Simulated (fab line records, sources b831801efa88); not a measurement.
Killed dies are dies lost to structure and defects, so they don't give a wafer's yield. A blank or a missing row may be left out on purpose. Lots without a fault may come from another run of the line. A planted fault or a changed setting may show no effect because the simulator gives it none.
Split-lot experiment | flow sky130 | 5 lots, 23 wafers read, on a route of 708 steps

THE SPLIT
At SKY_FIELD_ISO_CVD_03 (deposits Si3N4 from DCS/NH3, target thk 165 nm, time 2830 s), the setting pressure_mtorr was moved away from the recipe's 250 mTorr on 10 of the 23 wafers read, by -13.7% to +5.4%. The other wafers ran this setting at the recipe's value.

The file shows no step between the split and the reading.

THE READING
FIELD_ISO_CVD_03_THK, in nm, at SKY_FIELD_ISO_THK_MEAS_04. Fault-free wafers of this fab line usually give 165.4 nm, standard deviation 1.7 nm.

wafer  | tool, chamber at the split | pressure_mtorr as run, mTorr | against the recipe | FIELD_ISO_CVD_03_THK, nm | against lot-mates on the recipe
L074.1 | -, -                       | 215.8                        | -13.7%             | 157.7                    | no lot-mate on the recipe
L074.2 | -, -                       | 215.8                        | -13.7%             | 158.8                    | no lot-mate on the recipe
L074.3 | -, -                       | 215.8                        | -13.7%             | 158.5                    | no lot-mate on the recipe
L074.5 | -, -                       | 215.8                        | -13.7%             | 159.4                    | no lot-mate on the recipe
L074.6 | -, -                       | 215.8                        | -13.7%             | 156.9                    | no lot-mate on the recipe
L077.1 | -, -                       | 250                          | recipe             | 162.7                    | -
L077.2 | -, -                       | 250                          | recipe             | 164.2                    | -
L077.3 | -, -                       | 250                          | recipe             | 164.4                    | -
L077.4 | -, -                       | 250                          | recipe             | 164.3                    | -
L077.5 | -, -                       | 250                          | recipe             | 164.3                    | -
L079.2 | -, -                       | 263.6                        | +5.4%              | 166.7                    | no lot-mate on the recipe
L079.3 | -, -                       | 263.6                        | +5.4%              | 168.8                    | no lot-mate on the recipe
L079.4 | -, -                       | 263.6                        | +5.4%              | 167.3                    | no lot-mate on the recipe
L079.5 | -, -                       | 263.6                        | +5.4%              | 167.8                    | no lot-mate on the recipe
L079.6 | -, -                       | 263.6                        | +5.4%              | 167.3                    | no lot-mate on the recipe
L080.1 | -, -                       | 250                          | recipe             | 163.9                    | -
L080.2 | -, -                       | 250                          | recipe             | 163.7                    | -
L080.3 | -, -                       | 250                          | recipe             | 163.1                    | -
L080.4 | -, -                       | 250                          | recipe             | 163.3                    | -
L080.5 | -, -                       | 250                          | recipe             | 163.6                    | -
L082.4 | lpcvd-02, 0                | 250                          | recipe             | 165.5                    | -
L082.5 | lpcvd-02, 0                | 250                          | recipe             | 164.2                    | -
L082.6 | lpcvd-02, 0                | 250                          | recipe             | 166.1                    | -

THE FIT
A straight line over all 23 wafers: FIELD_ISO_CVD_03_THK changes by +0.468 nm for each +1% of pressure_mtorr; r = +0.96; the points scatter about the line by 0.98 nm.
Too few moved wafers have a lot-mate on the recipe to fit a line with each lot's own level taken away.

THE WHOLE CHAIN: every reading that the file lists as answering this split, in the file's order
step                      | what it does                                                | reading                                                                           | change (the file's fit)               | r (the file's)
SKY_FIELD_ISO_CVD_03      | deposits Si3N4 from DCS/NH3, target thk 165 nm, time 2830 s | Si3N4_of_FIELD_ISO_CVD_03.thk_nm (the simulator's own value, which no gauge read) | +0.467 nm for each +1% of the setting | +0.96
SKY_FIELD_ISO_THK_MEAS_04 |                                                             | FIELD_ISO_CVD_03_THK                                                              | +0.467 for each +1% of the setting    | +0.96

THE FILE'S OWN FIT
FIELD_ISO_CVD_03_THK changes by +0.467 nm for each +1% of pressure_mtorr, r = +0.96.
